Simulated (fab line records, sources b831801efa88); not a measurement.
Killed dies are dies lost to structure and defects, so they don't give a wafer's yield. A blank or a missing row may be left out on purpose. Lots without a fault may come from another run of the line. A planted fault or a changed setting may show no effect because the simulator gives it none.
Split-lot experiment | flow gf180mcu | 5 lots, 23 wafers read, on a route of 602 steps

THE SPLIT
At GF_DNWELL_COAT_02 (resist thk 3000 nm), the setting spin_rpm was moved away from the recipe's 2000 rpm on 7 of the 23 wafers read, by -5.8% to +6.2%. The other wafers ran this setting at the recipe's value.

The reading is taken at the split's own step.

THE READING
coat_of_DNWELL_COAT_02.thk_nm (the simulator's own value, which no gauge read), in nm, at GF_DNWELL_COAT_02 (resist thk 3000 nm). The file gives no usual value for it. The 16 wafers here that ran the recipe average 3006 nm, standard deviation 9.1 nm.

wafer  | tool, chamber at the split | spin_rpm as run, rpm | against the recipe | coat_of_DNWELL_COAT_02.thk_nm, nm | against lot-mates on the recipe
L075.1 | litho_track-02, 0          | 2000                 | recipe             | 3022                              | -
L075.2 | litho_track-02, 0          | 2000                 | recipe             | 3009                              | -
L075.3 | litho_track-02, 0          | 2000                 | recipe             | 3011                              | -
L075.4 | litho_track-02, 0          | 2000                 | recipe             | 3019                              | -
L075.5 | litho_track-02, 0          | 2000                 | recipe             | 3018                              | -
L076.2 | litho_track-01, 0          | 2000                 | recipe             | 3015                              | -
L076.3 | litho_track-01, 0          | 2124                 | +6.2%              | 2924                              | -88
L076.4 | litho_track-01, 0          | 2000                 | recipe             | 3010                              | -
L076.5 | litho_track-01, 0          | 2124                 | +6.2%              | 2917                              | -96
L076.6 | litho_track-01, 0          | 2124                 | +6.2%              | 2918                              | -94
L083.1 | litho_track-01, 0          | 2000                 | recipe             | 3007                              | -
L083.2 | litho_track-01, 0          | 1885                 | -5.8%              | 3093                              | +89
L083.3 | litho_track-01, 0          | 1885                 | -5.8%              | 3094                              | +90
L083.4 | litho_track-01, 0          | 2000                 | recipe             | 3006                              | -
L083.6 | litho_track-01, 0          | 2000                 | recipe             | 2999                              | -
L082.1 | litho_track-02, 0          | 2064                 | +3.2%              | 2944                              | -57
L082.2 | litho_track-02, 0          | 2000                 | recipe             | 2997                              | -
L082.6 | litho_track-02, 0          | 2000                 | recipe             | 2997                              | -
L082.4 | litho_track-02, 0          | 2064                 | +3.2%              | 2951                              | -50
L082.5 | litho_track-02, 0          | 2000                 | recipe             | 3009                              | -
L084.2 | litho_track-01, 0          | 2000                 | recipe             | 2997                              | -
L084.3 | litho_track-01, 0          | 2000                 | recipe             | 2996                              | -
L084.5 | litho_track-01, 0          | 2000                 | recipe             | 2991                              | -

THE FIT
A straight line over all 23 wafers: coat_of_DNWELL_COAT_02.thk_nm changes by -14.8 nm for each +1% of spin_rpm; r = -0.98; the points scatter about the line by 9.1 nm.
The same after taking each lot's own level away (the mean of its wafers on the recipe; 23 wafers): -15.3 nm for each +1%; r = -1.00; scatter 4.4 nm.
On that fit, the largest move of spin_rpm shifts the reading by 95 nm.
The lots' own levels span 2994.7 to 3015.8 nm, that is 2.3 times the standard deviation above.
So the lot-to-lot level changes the slope little: the two slopes agree.
Check: with one of the wafers moved furthest among these (+6.2%) left out of the fit, the line predicts -96.8 nm for it against its lot-mates. It came out at -88.5 nm against them.

OTHER SPLITS ON THESE WAFERS
These wafers also went through other splits before the reading. Each is held against what the fit with the lots' levels taken away leaves over:
other split on the same wafers | wafers away from the commonest value | r with coat_of_DNWELL_COAT_02.thk_nm (lot level and that fit taken away)
GF_STI_OXIDATION_01 ox_time_s  | 13                                   | +0.16
GF_STI_CVD_03 pressure_mtorr   | 10                                   | -0.25

THE FILE'S OWN FIT
coat_of_DNWELL_COAT_02.thk_nm changes by -15.5 nm for each +1% of spin_rpm, r = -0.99.
